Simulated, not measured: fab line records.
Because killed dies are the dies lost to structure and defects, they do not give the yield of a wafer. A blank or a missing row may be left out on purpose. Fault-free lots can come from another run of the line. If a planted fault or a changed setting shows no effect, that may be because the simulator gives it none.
What tool caused it?	flow gf180mcu	Sampling: 13 lots, 39 wafers, 2 of 602 route steps

== WHAT THE GAUGES READ, wafer by wafer ==
GF_V5_THK_MEAS_03. Usual: for V5_CVD_02_THK the level is 1447 nm and the standard deviation is 21.
lot	measured	on	V5_CVD_02_THK (nm)	flag
L412	day 26 14:02	film metro-03	1426 1415 1432	
L413	day 26 17:47	film metro-03	1428 1435 1439	
L414	day 27 02:05	film metro-01	1423 1406 1428	
L415	day 27 02:26	film metro-01	1425 1422 1426	
L416	day 27 23:13	film metro-01	1437 1453 1452	
L417	day 28 03:47	film metro-01	1426 1439 1413	
L418	day 28 14:01	film metro-02	1440 1462 1450	
L419	day 29 02:16	film metro-03	1440 1439 1460	
L421	day 29 13:23	film metro-03	1441 1452 1472	
L427	day 30 22:41	film metro-01	1437 1475 1492	
L429	day 31 12:49	film metro-01	1457 1485 1465	
L432	day 32 03:07	film metro-03	1453 1490 1454	
L434	day 32 12:30	film metro-03	1457 1470 1460	

== WHAT TOOL EACH LOT RAN ON (gives the tool, then ch and the chambers of the sampled wafers, and finally the start) ==
lot	GF_V2_CVD_00
L412	hdpcvd-02 ch 0,1, day 19 11:38
L413	hdpcvd-02 ch 0,1,2, day 19 15:26
L414	hdpcvd-02 ch 0,1,2, day 20 01:54
L415	hdpcvd-01 ch 0,1,2, day 20 02:13
L416	hdpcvd-01 ch 0,1, day 21 04:10
L417	hdpcvd-02 ch 0,1,2, day 21 10:05
L418	hdpcvd-01 ch 0,2, day 21 20:41
L419	hdpcvd-02 ch 0,1, day 22 12:38
L421	hdpcvd-02 ch 0,1,2, day 23 00:28
L427	hdpcvd-01 ch 0,1,2, day 24 18:38
L429	hdpcvd-01 ch 0,1, day 25 09:13
L432	hdpcvd-01 ch 0,1,2, day 26 03:44
L434	hdpcvd-02 ch 0,2, day 26 16:31
- GF_V2_CVD_00: deposits SiO2, target thk 600 nm, time 100 s.

== AS READ BY THE TOOLS THEMSELVES (means over the sampled wafers that have a number; for cases with no such wafer, the mark the record gives instead) ==
GF_V2_CVD_00. Usual: pressure mtorr at 6.001 mTorr, with a standard deviation of 0.012.
lot	tool	pressure mtorr (mTorr)	flag
L412	hdpcvd-02	6.001	
L413	hdpcvd-02	6.003	
L414	hdpcvd-02	6.010	
L415	hdpcvd-01	6.002	
L416	hdpcvd-01	6.002	
L417	hdpcvd-02	6.000	
L418	hdpcvd-01	6.016	
L419	hdpcvd-02	6.011	
L421	hdpcvd-02	5.999	
L427	hdpcvd-01	5.999	
L429	hdpcvd-01	6.009	
L432	hdpcvd-01	5.992	
L434	hdpcvd-02	6.001	

== THE ANSWER, worked out from the rows above alone ==
Rule: take the mean of a lot's wafers that have a number; if it is more than 3 standard deviations from the usual mean, the lot is off. A lot without any number at a reading at which 4 lots or more have one is off too. Where the step has rows for the other lots, those lots are counted as sound. First the gauges in route order, then the tools' own readings, where a lot's mean is used as printed above. The first step at which some lot is off is used, and at that step the reading that is off furthest; a lot without a number counts as furthest.
Nothing can be told from this: no lot is off at any reading shown.

== WHAT WAS PUT IN BY THE SIMULATOR ==
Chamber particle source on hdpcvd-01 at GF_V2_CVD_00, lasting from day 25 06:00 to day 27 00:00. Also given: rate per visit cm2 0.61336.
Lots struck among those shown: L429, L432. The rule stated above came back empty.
